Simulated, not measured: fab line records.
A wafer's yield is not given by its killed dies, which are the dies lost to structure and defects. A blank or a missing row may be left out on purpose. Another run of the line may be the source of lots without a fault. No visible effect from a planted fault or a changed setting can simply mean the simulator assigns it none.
What tool caused it? + flow gf180mcu + 12 lots with 36 wafers sampled at 5 steps, on a route of 602 steps

## WHAT THE GAUGES READ, wafer by wafer
GF_HV_LDD_CD_MEAS_19: the cd target is 400 nm. Usual: cd-nm 400.5 nm, standard deviation 1.7.
| lot  | measured     | on        | cd-nm (nm)        | flag |
|------|--------------|-----------|-------------------|------|
| L546 | day 10 17:28 | cd-sem-01 | 398.2 399.9 399.8 |      |
| L547 | day 11 00:29 | cd-sem-01 | 399.3 402.2 399.8 |      |
| L550 | day 12 02:26 | cd-sem-02 | 400.7 399.3 400.4 |      |
| L555 | day 13 12:07 | cd-sem-01 | 397.5 398.7 398.5 |      |
| L557 | day 14 08:11 | cd-sem-02 | 400.1 400.8 400.2 |      |
| L559 | day 14 19:44 | cd-sem-01 | 402.4 401.9 401.5 |      |
| L562 | day 15 18:25 | cd-sem-02 | 400.9 402.7 404.1 |      |
| L563 | day 16 05:41 | cd-sem-01 | 403.8 404.0 402.5 |      |
| L566 | day 17 03:25 | cd-sem-01 | 401.7 399.8 399.2 |      |
| L567 | day 17 14:22 | cd-sem-02 | 398.9 398.9 400.0 |      |
| L568 | day 17 18:24 | cd-sem-02 | 400.7 401.5 401.3 |      |
| L569 | day 18 06:02 | cd-sem-01 | 399.4 398.7 398.7 |      |

GF_HV_LDD_TW_MEAS_23. Usual: for HV_LDD_2_TW the level is 1071 and the standard deviation is 9.1.
| lot  | measured     | on            | HV_LDD_2_TW    | flag |
|------|--------------|---------------|----------------|------|
| L546 | day 10 17:52 | film-metro-03 | 1059 1060 1060 |      |
| L547 | day 11 00:53 | film-metro-03 | 1063 1059 1067 |      |
| L550 | day 12 02:49 | film-metro-04 | 1088 1093 1093 |      |
| L555 | day 13 12:31 | film-metro-02 | 1076 1072 1076 |      |
| L557 | day 14 08:34 | film-metro-02 | 1072 1075 1076 |      |
| L559 | day 14 20:08 | film-metro-03 | 1061 1063 1059 |      |
| L562 | day 15 18:49 | film-metro-04 | 1085 1081 1086 |      |
| L563 | day 16 06:04 | film-metro-03 | 1064 1066 1064 |      |
| L566 | day 17 03:49 | film-metro-03 | 1050 1054 1060 |      |
| L567 | day 17 14:46 | film-metro-02 | 1082 1080 1071 |      |
| L568 | day 17 18:48 | film-metro-04 | 1087 1087 1095 |      |
| L569 | day 18 06:26 | film-metro-02 | 1071 1073 1074 |      |

GF_HV_LDD_TW_MEAS_50. Usual: for HV_LDD_4_TW the level is 579 and the standard deviation is 5.9.
| lot  | measured     | on            | HV_LDD_4_TW             | flag |
|------|--------------|---------------|-------------------------|------|
| L546 | day 12 08:21 | film-metro-02 | 579 580 580             |      |
| L547 | day 12 14:59 | film-metro-02 | 578 578 578             |      |
| L550 | day 13 19:43 | film-metro-03 | 574 574 572             |      |
| L555 | day 15 07:33 | film-metro-04 | 588 586 587             |      |
| L557 | day 16 04:01 | film-metro-03 | 547 545 549 546 545 547 | OFF  |
| L559 | day 16 15:45 | film-metro-02 | 548 550 552 550 553 552 | OFF  |
| L562 | day 17 16:10 | film-metro-03 | 570 567 569             |      |
| L563 | day 18 03:46 | film-metro-04 | 582 585 584             |      |
| L566 | day 19 03:25 | film-metro-04 | 584 589 587             |      |
| L567 | day 19 14:34 | film-metro-04 | 584 588 586             |      |
| L568 | day 19 20:19 | film-metro-04 | 585 585 587             |      |
| L569 | day 20 07:23 | film-metro-02 | 581 579 578             |      |

## TOOL THAT RAN EACH LOT (tool first, then ch and the chambers of the sampled wafers, then the start)
| lot  | GF_HV_LDD_IMPLANT_48            | GF_HV_LDD_STRIP_49                   |
|------|---------------------------------|--------------------------------------|
| L546 | implanter-02 ch 0, day 12 08:07 | plasma-asher-04 ch 0,1, day 12 08:14 |
| L547 | implanter-03 ch 0, day 12 14:44 | plasma-asher-04 ch 0,1, day 12 14:53 |
| L550 | implanter-02 ch 0, day 13 19:29 | plasma-asher-04 ch 0,1, day 13 19:37 |
| L555 | implanter-03 ch 0, day 15 07:19 | plasma-asher-02 ch 0, day 15 07:26   |
| L557 | implanter-02 ch 0, day 16 03:48 | plasma-asher-01 ch 0,1, day 16 03:55 |
| L559 | implanter-02 ch 0, day 16 15:30 | plasma-asher-01 ch 0,1, day 16 15:39 |
| L562 | implanter-03 ch 0, day 17 15:57 | plasma-asher-01 ch 0,1, day 17 16:05 |
| L563 | implanter-01 ch 0, day 18 03:32 | plasma-asher-02 ch 0,1, day 18 03:40 |
| L566 | implanter-03 ch 0, day 19 03:12 | plasma-asher-02 ch 0,1, day 19 03:20 |
| L567 | implanter-01 ch 0, day 19 14:20 | plasma-asher-04 ch 0,1, day 19 14:27 |
| L568 | implanter-01 ch 0, day 19 20:04 | plasma-asher-04 ch 0,1, day 19 20:13 |
| L569 | implanter-01 ch 0, day 20 07:08 | plasma-asher-02 ch 0, day 20 07:17   |
- GF_HV_LDD_IMPLANT_48
- GF_HV_LDD_STRIP_49: strips in O2/N2.

## AS READ BY THE TOOLS THEMSELVES (means over the sampled wafers that have a number; for cases with no such wafer, the mark the record gives instead)
GF_HV_LDD_IMPLANT_48. Usual: beam-on-s 10.01 s, standard deviation 0.18; dose-ions-cm2 3e+13, standard deviation 3.6e+10; faraday-current-uA 169, standard deviation 3.
| lot  | tool         | beam-on-s (s) | dose-ions-cm2 | faraday-current-uA | flag |
|------|--------------|---------------|---------------|--------------------|------|
| L546 | implanter-02 | 10.01         | 3e+13         | 169                |      |
| L547 | implanter-03 | 9.89          | 3e+13         | 171                |      |
| L550 | implanter-02 | 9.81          | 3e+13         | 172                |      |
| L555 | implanter-03 | 10.09         | 3e+13         | 168                |      |
| L557 | implanter-02 | 10.10         | 3e+13         | 145                | OFF  |
| L559 | implanter-02 | 10.20         | 3e+13         | 143                | OFF  |
| L562 | implanter-03 | 10.05         | 3e+13         | 168                |      |
| L563 | implanter-01 | 10.05         | 3e+13         | 169                |      |
| L566 | implanter-03 | 9.97          | 3e+13         | 170                |      |
| L567 | implanter-01 | 10.06         | 3e+13         | 168                |      |
| L568 | implanter-01 | 10.04         | 3e+13         | 169                |      |
| L569 | implanter-01 | 9.94          | 3e+13         | 170                |      |

GF_HV_LDD_STRIP_49. Usual: chamber-pressure-mTorr 1499.7 mTorr, standard deviation 1.4; drypump-motor-current-A 5.78 A, standard deviation 0.28; heater-power-w 319 W, standard deviation 40; n2-flow-sccm 299.9 sccm, standard deviation 0.89; oes-product-au 0.716 a.u., standard deviation 0.0046; strip-time-to-endpoint-s 12.62 s, standard deviation 0.038.
| lot  | tool            | chamber-pressure-mTorr (mTorr) | drypump-motor-current-A (A) | heater-power-w (W) | n2-flow-sccm (sccm) | oes-product-au (a.u.) | strip-time-to-endpoint-s (s) | flag |
|------|-----------------|--------------------------------|-----------------------------|--------------------|---------------------|-----------------------|------------------------------|------|
| L546 | plasma-asher-04 | 1499.4                         | 5.62                        | 310                | 300.1               | 0.716                 | 12.61                        |      |
| L547 | plasma-asher-04 | 1499.0                         | 5.65                        | 311                | 299.5               | 0.714                 | 12.60                        |      |
| L550 | plasma-asher-04 | 1498.8                         | 5.63                        | 306                | 299.8               | 0.714                 | 12.68                        |      |
| L555 | plasma-asher-02 | 1499.6                         | 6.21                        | 326                | 299.4               | 0.718                 | 12.59                        |      |
| L557 | plasma-asher-01 | 1500.2                         | 5.84                        | 375                | 300.4               | 0.714                 | 12.56                        |      |
| L559 | plasma-asher-01 | 1498.4                         | 5.89                        | 368                | 300.0               | 0.716                 | 12.63                        |      |
| L562 | plasma-asher-01 | 1498.8                         | 5.86                        | 374                | 301.1               | 0.715                 | 12.65                        |      |
| L563 | plasma-asher-02 | 1499.9                         | 5.95                        | 280                | 300.0               | 0.713                 | 12.60                        |      |
| L566 | plasma-asher-02 | 1500.5                         | 6.06                        | 304                | 298.8               | 0.711                 | 12.67                        |      |
| L567 | plasma-asher-04 | 1501.0                         | 5.62                        | 305                | 298.4               | 0.717                 | 12.60                        |      |
| L568 | plasma-asher-04 | 1499.0                         | 5.51                        | 306                | 299.6               | 0.721                 | 12.63                        |      |
| L569 | plasma-asher-02 | 1497.2                         | 6.15                        | 329                | 300.1               | 0.709                 | 12.64                        |      |

## THE ANSWER, worked out from the rows above alone
Rule: a lot counts as off when the mean over its wafers that have a number is more than 3 standard deviations away from the usual mean. Also off: a lot with no number at a reading for which 4 or more lots have one. All remaining lots with rows at the step are treated as sound. First the gauges in route order, then the tools' own readings, where a lot's mean is used as printed above. At the first step where some lot is off, the reading lying furthest off is the one used; lots without a number count as furthest.
Off: L557, L559, at GF_HV_LDD_TW_MEAS_50 (HV_LDD_4_TW).
A tool fits if, at a process step before that reading, it ran every lot that is off, and no sound lot after the first of them. The gauges at GF_HV_LDD_TW_MEAS_50 aren't tried: what is off there is off at GF_HV_LDD_IMPLANT_48 too, on other tools, and a gauge's error can't cause that. One fits: GF_HV_LDD_IMPLANT_48 on implanter-02. A fault onset in the window from L550 (day 13 19:29, its last sound lot) to L557 (day 16 03:48, its first lot off) fits.
The tool's own readings at GF_HV_LDD_IMPLANT_48 bear it out: on the lots that are off they differ by more than 5 times the standard deviation of the sound lots' means. faraday-current-uA reads 144 there against 169 on the sound lots.

## WHAT HAD BEEN PUT IN BY THE SIMULATOR
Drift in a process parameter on implanter-02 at GF_HV_LDD_IMPLANT_48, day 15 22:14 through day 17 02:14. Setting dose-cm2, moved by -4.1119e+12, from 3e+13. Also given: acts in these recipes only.
Lots struck among those shown: L557, L559. The rule above reached the same finding.
